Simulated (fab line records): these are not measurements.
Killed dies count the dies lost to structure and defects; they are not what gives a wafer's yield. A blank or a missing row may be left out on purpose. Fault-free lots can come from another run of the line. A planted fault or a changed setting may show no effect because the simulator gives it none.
Which tool did it? | flow sky130 | 13 lots, 39 wafers sampled, at 5 steps of a route of 708

## WHAT THE GAUGES READ, wafer by wafer
SKY_VT_ADJUST_NCORE_CD_MEAS_07: the cd target is 380 nm.
lot  | measured     | on        | cd_nm (nm)
L207 | day 9 20:17  | cd_sem-02 | 383.8 382.8 380.0
L210 | day 10 16:52 | cd_sem-02 | 379.4 377.1 380.6
L212 | day 11 08:44 | cd_sem-02 | 374.8 376.0 377.5
L213 | day 11 16:21 | cd_sem-02 | 373.6 374.6 375.9
L215 | day 12 05:22 | cd_sem-02 | 380.3 382.5 382.5
L216 | day 12 20:25 | cd_sem-02 | 381.5 381.3 380.2
L218 | day 12 23:13 | cd_sem-02 | 380.6 380.8 380.1
L219 | day 13 17:47 | cd_sem-02 | 373.4 373.5 374.0
L221 | day 13 23:29 | cd_sem-01 | 379.7 381.7 380.0
L223 | day 14 02:30 | cd_sem-02 | 375.3 372.4 376.0
L224 | day 15 02:09 | cd_sem-01 | 379.4 378.6 380.3
L226 | day 15 04:47 | cd_sem-01 | 383.3 380.6 381.2
L227 | day 15 21:11 | cd_sem-01 | 380.7 379.0 379.5

SKY_VT_ADJUST_HVTR_CD_MEAS_07: the cd target is 380 nm.
lot  | measured     | on        | cd_nm (nm)
L207 | day 10 19:56 | cd_sem-01 | 379.6 381.0 380.8
L210 | day 11 16:05 | cd_sem-01 | 382.2 384.2 381.4
L212 | day 12 16:35 | cd_sem-02 | 382.3 383.5 381.3
L213 | day 12 19:29 | cd_sem-01 | 378.6 378.3 376.0
L215 | day 13 00:07 | cd_sem-01 | 375.3 375.1 376.2
L216 | day 13 22:53 | cd_sem-02 | 383.3 381.3 382.9
L218 | day 14 01:25 | cd_sem-01 | 379.8 376.0 377.8
L219 | day 14 20:19 | cd_sem-01 | 378.5 379.4 378.9
L221 | day 15 02:40 | cd_sem-02 | 343.6 345.6 346.0
L223 | day 15 05:34 | cd_sem-01 | 349.1 349.7 349.1
L224 | day 16 05:17 | cd_sem-01 | 379.7 380.1 378.7
L226 | day 16 08:50 | cd_sem-02 | 381.8 379.7 379.6
L227 | day 17 01:46 | cd_sem-01 | 377.1 378.5 377.5

## WHAT TOOL EACH LOT RAN ON (gives the tool, then ch and the chambers of the sampled wafers, and finally the start)
lot  | SKY_FIELD_ISO_ETCH_17           | SKY_PWDE_STRIP_09                   | SKY_VT_ADJUST_HVTR_DEVELOP_06
L207 | rie_si-02 ch 0,2,3, day 2 22:59 | plasma_asher-01 ch 0,1, day 4 16:30 | litho_track-01 ch 0, day 10 19:49
L210 | rie_si-02 ch 0,1,2, day 3 11:54 | plasma_asher-01 ch 0, day 5 09:01   | litho_track-03 ch 0, day 11 15:56
L212 | rie_si-02 ch 0,1,2, day 3 23:30 | plasma_asher-03 ch 0,1, day 5 21:06 | litho_track-03 ch 0, day 12 16:26
L213 | rie_si-01 ch 0,2,3, day 4 03:48 | plasma_asher-02 ch 0,1, day 6 01:43 | litho_track-03 ch 0, day 12 19:20
L215 | rie_si-02 ch 0,2, day 4 15:51   | plasma_asher-01 ch 0,1, day 6 14:24 | litho_track-03 ch 0, day 12 23:58
L216 | rie_si-02 ch 0,1,2, day 4 21:12 | plasma_asher-03 ch 0,1, day 6 19:22 | litho_track-01 ch 0, day 13 22:44
L218 | rie_si-01 ch 2,3, day 5 06:36   | plasma_asher-03 ch 0,1, day 7 07:57 | litho_track-01 ch 0, day 14 01:17
L219 | rie_si-01 ch 0,2,3, day 5 12:15 | plasma_asher-02 ch 0,1, day 7 12:28 | litho_track-03 ch 0, day 14 20:10
L221 | rie_si-02 ch 0,2,3, day 6 00:11 | plasma_asher-03 ch 0,1, day 8 01:13 | litho_track-03 ch 0, day 15 02:31
L223 | rie_si-02 ch 1,2,3, day 6 07:30 | plasma_asher-01 ch 0,1, day 8 07:10 | litho_track-03 ch 0, day 15 05:23
L224 | rie_si-02 ch 1,2,3, day 6 14:11 | plasma_asher-02 ch 0,1, day 8 15:42 | litho_track-04 ch 0, day 16 05:09
L226 | rie_si-02 ch 2,3, day 6 23:23   | plasma_asher-02 ch 0,1, day 9 01:48 | litho_track-01 ch 0, day 16 08:41
L227 | rie_si-01 ch 0,1,2, day 7 05:06 | plasma_asher-01 ch 0,1, day 9 06:01 | litho_track-04 ch 0, day 17 01:37
- SKY_FIELD_ISO_ETCH_17: etches Si in HBr/Cl2/O2, target depth 342 nm, time 97.7 s.
- SKY_PWDE_STRIP_09: strips in O2/N2.
- SKY_VT_ADJUST_HVTR_DEVELOP_06: develop time 60 s.

## AS READ BY THE TOOLS THEMSELVES (means over the sampled wafers that have a number; for cases with no such wafer, the mark the record gives instead)
SKY_FIELD_ISO_ETCH_17.
lot  | tool      | drypump_motor_current_A (A) | oes_product_au (a.u.) | throttle_valve_pct (%)
L207 | rie_si-02 | 5.4                         | 1.007                 | 25.659
L210 | rie_si-02 | 5.4                         | 1.004                 | 25.659
L212 | rie_si-02 | 5.4                         | 1.007                 | 25.650
L213 | rie_si-01 | 6.1                         | 1.004                 | 25.660
L215 | rie_si-02 | 5.1                         | 1.000                 | 25.660
L216 | rie_si-02 | 5.4                         | 1.006                 | 25.650
L218 | rie_si-01 | 6.3                         | 1.004                 | 25.653
L219 | rie_si-01 | 6.1                         | 1.003                 | 25.652
L221 | rie_si-02 | 5.4                         | 1.000                 | 25.670
L223 | rie_si-02 | 5.6                         | 1.005                 | 25.660
L224 | rie_si-02 | 5.6                         | 1.003                 | 25.654
L226 | rie_si-02 | 5.6                         | 0.999                 | 25.662
L227 | rie_si-01 | 5.8                         | 0.997                 | 25.655

SKY_PWDE_STRIP_09.
lot  | tool            | drypump_motor_current_A (A) | oes_product_au (a.u.) | strip_time_to_endpoint_s (s)
L207 | plasma_asher-01 | 5.6                         | 0.721                 | 36.72
L210 | plasma_asher-01 | 5.3                         | 0.721                 | 36.90
L212 | plasma_asher-03 | 6.1                         | 0.724                 | 36.98
L213 | plasma_asher-02 | 5.2                         | 0.721                 | 37.04
L215 | plasma_asher-01 | 5.6                         | 0.721                 | 36.81
L216 | plasma_asher-03 | 6.1                         | 0.725                 | 37.00
L218 | plasma_asher-03 | 6.0                         | 0.724                 | 36.77
L219 | plasma_asher-02 | 5.2                         | 0.724                 | 36.93
L221 | plasma_asher-03 | 6.0                         | 0.725                 | 36.84
L223 | plasma_asher-01 | 5.6                         | 0.725                 | 36.98
L224 | plasma_asher-02 | 5.2                         | 0.725                 | 37.06
L226 | plasma_asher-02 | 5.2                         | 0.723                 | 36.95
L227 | plasma_asher-01 | 5.7                         | 0.723                 | 36.71

## THE ANSWER, worked out from the rows above alone
Rule: usual is defined by the lots themselves. Put in order of their means at a reading, lots are off if they are a third of the lots or fewer, leave a main group of 4 or more, and stand apart from it by a gap of 3 or more times the standard deviation of the main group's means; of several such gaps the widest counts. The tables above print the reading to a certain number of digits; a main group whose means all agree to those digits is not used. Also off: a lot with no number at a reading for which 4 or more lots have one. All remaining lots with rows at the step are treated as sound. After the gauges, taken in route order, come the tools' own readings; for these a lot's mean is taken, as printed above. At the first step where some lot is off, the reading lying furthest off is the one used; lots without a number count as furthest.
Off: L221, L223 (SKY_VT_ADJUST_HVTR_CD_MEAS_07, cd_nm). The main group has a mean of 379.6 nm with a standard deviation of 2.2.
If a tool, at a process step before that reading, ran all the lots that are off and no sound lot after the first of them, it fits. Those tools and the gauges at SKY_VT_ADJUST_HVTR_CD_MEAS_07 are tried in the same way. One fits: SKY_VT_ADJUST_HVTR_DEVELOP_06 on litho_track-03. A fault onset in the window from L219 (day 14 20:10, its last sound lot) to L221 (day 15 02:31, its first lot off) fits.

## WHAT HAD BEEN PUT IN BY THE SIMULATOR
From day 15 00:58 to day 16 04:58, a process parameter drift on litho_track-03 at SKY_VT_ADJUST_HVTR_DEVELOP_06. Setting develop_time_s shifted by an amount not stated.
Shown lots that were struck: L221, L223. The rule above reached the same finding.
